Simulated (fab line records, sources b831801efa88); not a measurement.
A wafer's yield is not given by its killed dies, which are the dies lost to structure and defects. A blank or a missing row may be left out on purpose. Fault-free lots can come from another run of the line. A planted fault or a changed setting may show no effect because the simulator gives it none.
What tool caused it? / flow sky130 / 11 lots, 32 wafers sampled, at 5 steps of a route of 708

== WHAT EACH GAUGE READ, for each wafer ==
SKY_PASSIVATION_THK_MEAS_03.
lot=L119; measured=day 44 07:23; on=film_metro-03; PASSIVATION_CVD_02_THK (nm)=530 535 534
lot=L122; measured=day 45 04:14; on=film_metro-03; PASSIVATION_CVD_02_THK (nm)=543 545 545
lot=L121; measured=day 45 06:26; on=film_metro-02; PASSIVATION_CVD_02_THK (nm)=537 533 539
lot=L124; measured=day 45 21:25; on=film_metro-03; PASSIVATION_CVD_02_THK (nm)=532 531 535
lot=L125; measured=day 46 01:21; on=film_metro-03; PASSIVATION_CVD_02_THK (nm)=537 539 543
lot=L133; measured=day 47 17:23; on=film_metro-03; PASSIVATION_CVD_02_THK (nm)=572 571
lot=L135; measured=day 48 05:37; on=film_metro-03; PASSIVATION_CVD_02_THK (nm)=561 575 567
lot=L136; measured=day 48 09:11; on=film_metro-04; PASSIVATION_CVD_02_THK (nm)=541 529 546
lot=L138; measured=day 48 18:43; on=film_metro-03; PASSIVATION_CVD_02_THK (nm)=544 541 548
lot=L139; measured=day 49 04:57; on=film_metro-04; PASSIVATION_CVD_02_THK (nm)=539 537 545
lot=L140; measured=day 49 14:44; on=film_metro-03; PASSIVATION_CVD_02_THK (nm)=535 547 544

== WHAT TOOL EACH LOT RAN ON (gives the tool, then ch and the chambers of the sampled wafers, and finally the start) ==
lot=L119; SKY_VIA3_SPUTTER_20=pvd_sputter-04, day 40 06:31; SKY_METAL4_DESCUM_15=rie_metal-03 ch 1, day 42 06:43; SKY_METAL5_SPUTTER_00=pvd_sputter-04, day 43 08:14; SKY_PASSIVATION_CVD_02=pecvd-03 ch 0,1,2, day 44 07:06
lot=L122; SKY_VIA3_SPUTTER_20=pvd_sputter-03, day 41 01:53; SKY_METAL4_DESCUM_15=rie_metal-01 ch 0, day 43 02:52; SKY_METAL5_SPUTTER_00=pvd_sputter-04, day 44 04:53; SKY_PASSIVATION_CVD_02=pecvd-02 ch 0,2, day 45 03:59
lot=L121; SKY_VIA3_SPUTTER_20=pvd_sputter-01, day 41 06:45; SKY_METAL4_DESCUM_15=rie_metal-01 ch 0,1, day 43 06:11; SKY_METAL5_SPUTTER_00=pvd_sputter-01, day 44 07:13; SKY_PASSIVATION_CVD_02=pecvd-01 ch 0,1, day 45 06:13
lot=L124; SKY_VIA3_SPUTTER_20=pvd_sputter-03, day 41 23:13; SKY_METAL4_DESCUM_15=rie_metal-01 ch 0,1, day 43 22:43; SKY_METAL5_SPUTTER_00=pvd_sputter-03, day 44 23:19; SKY_PASSIVATION_CVD_02=pecvd-01 ch 1,2, day 45 21:10
lot=L125; SKY_VIA3_SPUTTER_20=pvd_sputter-04, day 42 02:43; SKY_METAL4_DESCUM_15=rie_metal-02 ch 0,1, day 44 02:31; SKY_METAL5_SPUTTER_00=pvd_sputter-01, day 45 03:14; SKY_PASSIVATION_CVD_02=pecvd-02 ch 0,2, day 46 01:00
lot=L133; SKY_VIA3_SPUTTER_20=pvd_sputter-04, day 44 00:46; SKY_METAL4_DESCUM_15=rie_metal-01 ch 0,1, day 45 21:11; SKY_METAL5_SPUTTER_00=pvd_sputter-03, day 46 20:40; SKY_PASSIVATION_CVD_02=pecvd-03 ch 0,2, day 47 17:14
lot=L135; SKY_VIA3_SPUTTER_20=pvd_sputter-03, day 44 12:16; SKY_METAL4_DESCUM_15=rie_metal-01 ch 0, day 46 08:40; SKY_METAL5_SPUTTER_00=pvd_sputter-04, day 47 08:06; SKY_PASSIVATION_CVD_02=pecvd-03 ch 1, day 48 05:16
lot=L136; SKY_VIA3_SPUTTER_20=pvd_sputter-03, day 44 17:25; SKY_METAL4_DESCUM_15=rie_metal-02 ch 0,1, day 46 13:44; SKY_METAL5_SPUTTER_00=pvd_sputter-01, day 47 12:25; SKY_PASSIVATION_CVD_02=pecvd-01 ch 0,2, day 48 08:58
lot=L138; SKY_VIA3_SPUTTER_20=pvd_sputter-04, day 45 04:56; SKY_METAL4_DESCUM_15=rie_metal-01 ch 0,1, day 46 23:46; SKY_METAL5_SPUTTER_00=pvd_sputter-04, day 47 22:55; SKY_PASSIVATION_CVD_02=pecvd-01 ch 0,2, day 48 18:28
lot=L139; SKY_VIA3_SPUTTER_20=pvd_sputter-01, day 45 15:17; SKY_METAL4_DESCUM_15=rie_metal-02 ch 0,1, day 47 10:21; SKY_METAL5_SPUTTER_00=pvd_sputter-01, day 48 09:25; SKY_PASSIVATION_CVD_02=pecvd-01 ch 1,2, day 49 04:42
lot=L140; SKY_VIA3_SPUTTER_20=pvd_sputter-01, day 46 04:55; SKY_METAL4_DESCUM_15=rie_metal-01 ch 0,1, day 47 22:20; SKY_METAL5_SPUTTER_00=pvd_sputter-01, day 48 19:48; SKY_PASSIVATION_CVD_02=pecvd-01 ch 0,1, day 49 14:24
- SKY_VIA3_SPUTTER_20: material TiN, target thk 20 nm, time 80 s.
- SKY_METAL4_DESCUM_15: chemistry O2, time 8 s.
- SKY_METAL5_SPUTTER_00: material Ti, target thk 15 nm, time 10 s.
- SKY_PASSIVATION_CVD_02: deposits Si3N4, target thk 540 nm.

== THE ANSWER, worked out from the rows above alone ==
Rule: the usual values come from the lots themselves. Put in order of their means at a reading, lots are off if they are a third of the lots or fewer, leave a main group of 4 or more, and stand apart from it by a gap of 3 or more times the standard deviation of the main group's means; of several such gaps the widest counts. Not used: any main group whose means are identical at the precision the tables above print for the reading. Also off: a lot with no number at a reading for which 4 or more lots have one. The other lots that the step has rows for count as sound.
Off: L133, L135, at SKY_PASSIVATION_THK_MEAS_03 (PASSIVATION_CVD_02_THK). For the main group the mean is 539 nm and the standard deviation 4.1.
A tool fits if, at a process step before that reading, it ran every lot that is off, and no sound lot after the first of them. Gauges at SKY_PASSIVATION_THK_MEAS_03: tried the same way as those tools. One fits: SKY_PASSIVATION_CVD_02 on pecvd-03. Its last sound lot is L119 (day 44 07:06), its first lot that is off L133 (day 47 17:14): a fault that began between those two fits.

== WHAT WAS PUT IN BY THE SIMULATOR ==
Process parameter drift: pecvd-03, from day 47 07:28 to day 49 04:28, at SKY_PASSIVATION_CVD_02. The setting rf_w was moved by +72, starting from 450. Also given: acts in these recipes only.
Shown lots that were struck: L133, L135. The same result came from the rule above.
